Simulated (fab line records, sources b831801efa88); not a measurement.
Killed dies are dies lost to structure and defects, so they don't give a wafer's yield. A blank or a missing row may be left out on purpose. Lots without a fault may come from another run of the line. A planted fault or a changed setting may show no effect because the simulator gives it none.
Which tool did it? | flow gf180mcu | 13 lots, 39 wafers sampled, at 5 steps of a route of 602

WHAT THE GAUGES READ, wafer by wafer
GF_STI_CD_MEAS_12: target cd 220 nm.
lot  | measured    | on        | cd_nm (nm)
L212 | day 2 03:06 | cd_sem-01 | 218.7 219.1 219.9
L214 | day 2 14:19 | cd_sem-01 | 222.9 221.6 222.8
L215 | day 2 16:16 | cd_sem-02 | 221.8 221.3 221.1
L216 | day 2 23:52 | cd_sem-01 | 219.3 219.6 219.5
L217 | day 3 05:05 | cd_sem-01 | 218.1 218.2 219.1
L218 | day 3 07:40 | cd_sem-02 | 219.7 221.0 219.6
L221 | day 3 22:56 | cd_sem-01 | 218.8 219.1 220.1
L222 | day 4 04:11 | cd_sem-02 | 219.4 220.0 220.4
L223 | day 4 12:40 | cd_sem-02 | 218.7 219.5 220.5
L224 | day 4 16:39 | cd_sem-02 | 219.3 219.9 221.0
L226 | day 5 04:28 | cd_sem-01 | 220.6 220.4 220.0
L233 | day 6 13:31 | cd_sem-01 | 215.6 215.7 215.9
L234 | day 6 19:42 | cd_sem-01 | 221.2 222.6 221.5

GF_VT_IMPLANT_OVL_MEAS_40.
lot  | measured     | on         | VT_IMPLANT_03_OVL (nm)
L212 | day 7 21:40  | overlay-01 | -3.4 -3.6 -1.5
L214 | day 8 01:46  | overlay-01 | 0.0 -0.8 -1.3
L215 | day 8 04:55  | overlay-01 | 0.4 1.0 0.7
L216 | day 9 00:01  | overlay-01 | -1.5 0.2 -1.7
L217 | day 9 03:22  | overlay-01 | 2.2 1.1 0.7
L218 | day 9 08:45  | overlay-01 | -2.4 -3.3 -2.4
L221 | day 10 08:01 | overlay-01 | -2.1 -0.7 -1.4
L222 | day 10 14:03 | overlay-01 | 0.3 0.5 0.9
L223 | day 10 17:58 | overlay-02 | -0.6 0.8 -0.8
L224 | day 10 23:49 | overlay-02 | 2.0 1.6 1.1
L226 | day 11 17:40 | overlay-01 | -0.6 1.1 0.0
L233 | day 13 10:39 | overlay-02 | -0.6 -2.4 -2.0
L234 | day 13 15:05 | overlay-02 | -1.8 -1.9 -1.9

GF_CONTACT_CD_MEAS_14: target cd 220 nm.
lot  | measured     | on        | cd_nm (nm)
L212 | day 16 09:51 | cd_sem-01 | 218.2 218.9 218.8
L214 | day 16 22:44 | cd_sem-01 | 219.8 219.5 219.4
L215 | day 16 23:05 | cd_sem-01 | 223.1 221.7 223.2
L216 | day 17 23:19 | cd_sem-02 | 220.1 221.5 221.7
L217 | day 18 05:33 | cd_sem-01 | 218.7 218.4 218.6
L218 | day 18 15:26 | cd_sem-01 | 218.4 218.5 217.7
L221 | day 19 19:31 | cd_sem-02 | 218.9 219.3 218.6
L222 | day 20 05:02 | cd_sem-01 | 220.0 220.4 218.9
L223 | day 20 14:45 | cd_sem-01 | 216.7 219.3 219.4
L224 | day 20 20:20 | cd_sem-01 | 218.2 218.6 220.3
L226 | day 21 17:34 | cd_sem-01 | 220.8 221.2 220.5
L233 | day 23 13:59 | cd_sem-01 | 219.8 221.4 221.2
L234 | day 23 18:57 | cd_sem-02 | 220.0 220.5 218.1

WHICH TOOL RAN EACH LOT (tool, then ch and the chambers of the sampled wafers, then the start)
lot  | GF_STI_PEB_10                    | GF_SAB_ETCH_11
L212 | litho_track-03 ch 0, day 2 02:47 | rie_diel-03 ch 0,1, day 15 11:40
L214 | litho_track-04 ch 0, day 2 13:58 | rie_diel-04 ch 0,2,3, day 15 22:53
L215 | litho_track-04 ch 0, day 2 15:55 | rie_diel-03 ch 0,1,2, day 15 23:41
L216 | litho_track-01 ch 0, day 2 23:32 | rie_diel-03 ch 0,2,3, day 16 23:32
L217 | litho_track-01 ch 0, day 3 04:44 | rie_diel-01 ch 0,2,3, day 17 05:13
L218 | litho_track-04 ch 0, day 3 07:19 | rie_diel-03 ch 0,1,3, day 17 15:01
L221 | litho_track-01 ch 0, day 3 22:35 | rie_diel-03 ch 1,2,3, day 18 18:50
L222 | litho_track-01 ch 0, day 4 03:50 | rie_diel-01 ch 0,1,2, day 19 03:52
L223 | litho_track-03 ch 0, day 4 12:19 | rie_diel-01 ch 1,2,3, day 19 12:59
L224 | litho_track-04 ch 0, day 4 16:11 | rie_diel-04 ch 0,1, day 19 18:56
L226 | litho_track-03 ch 0, day 5 04:07 | rie_diel-03 ch 0,1,2, day 20 15:58
L233 | litho_track-04 ch 0, day 6 13:10 | rie_diel-01 ch 1,2,3, day 22 13:20
L234 | litho_track-03 ch 0, day 6 19:23 | rie_diel-04 ch 1,2,3, day 22 17:25
- GF_STI_PEB_10: peb time 90 s.
- GF_SAB_ETCH_11: etches SiO2 in C4F8/O2/Ar, target depth 55 nm, time 8.5 s.

WHAT THE TOOLS THEMSELVES READ (means of the sampled wafers that have a number; where no wafer has one, the mark that the record gives instead)
GF_STI_PEB_10.
lot  | tool           | exhaust_pa (Pa)
L212 | litho_track-03 | 42.8
L214 | litho_track-04 | 44.1
L215 | litho_track-04 | 45.2
L216 | litho_track-01 | 45.1
L217 | litho_track-01 | 45.1
L218 | litho_track-04 | 44.4
L221 | litho_track-01 | 45.3
L222 | litho_track-01 | 43.9
L223 | litho_track-03 | 45.3
L224 | litho_track-04 | 45.6
L226 | litho_track-03 | 46.2
L233 | litho_track-04 | 45.8
L234 | litho_track-03 | 44.3

GF_SAB_ETCH_11.
lot  | tool        | oes_product_au (a.u.)
L212 | rie_diel-03 | 1.016
L214 | rie_diel-04 | 1.002
L215 | rie_diel-03 | 1.009
L216 | rie_diel-03 | 1.000
L217 | rie_diel-01 | 1.002
L218 | rie_diel-03 | 1.009
L221 | rie_diel-03 | 1.007
L222 | rie_diel-01 | 0.994
L223 | rie_diel-01 | 0.999
L224 | rie_diel-04 | 0.993
L226 | rie_diel-03 | 1.008
L233 | rie_diel-01 | 0.996
L234 | rie_diel-04 | 0.992

THE ANSWER, worked out from the rows above alone
Rule: what is usual is taken from the lots themselves. Put in order of their means at a reading, lots are off if they are a third of the lots or fewer, leave a main group of 4 or more, and stand apart from it by a gap of 3 or more times the standard deviation of the main group's means; of several such gaps the widest counts. A main group whose means are all the same, to the digits that the tables above print for the reading, isn't used. A lot without any number at a reading at which 4 lots or more have one is off too. The other lots that the step has rows for count as sound. The gauges are gone through in route order, then the tools' own readings, and for those a lot's mean is taken as printed above. The first step at which some lot is off is used, and at that step the reading that is off furthest; a lot without a number counts as furthest.
No lot is off at any reading shown: from this, nothing can be told.

WHAT THE SIMULATOR HAD PUT IN
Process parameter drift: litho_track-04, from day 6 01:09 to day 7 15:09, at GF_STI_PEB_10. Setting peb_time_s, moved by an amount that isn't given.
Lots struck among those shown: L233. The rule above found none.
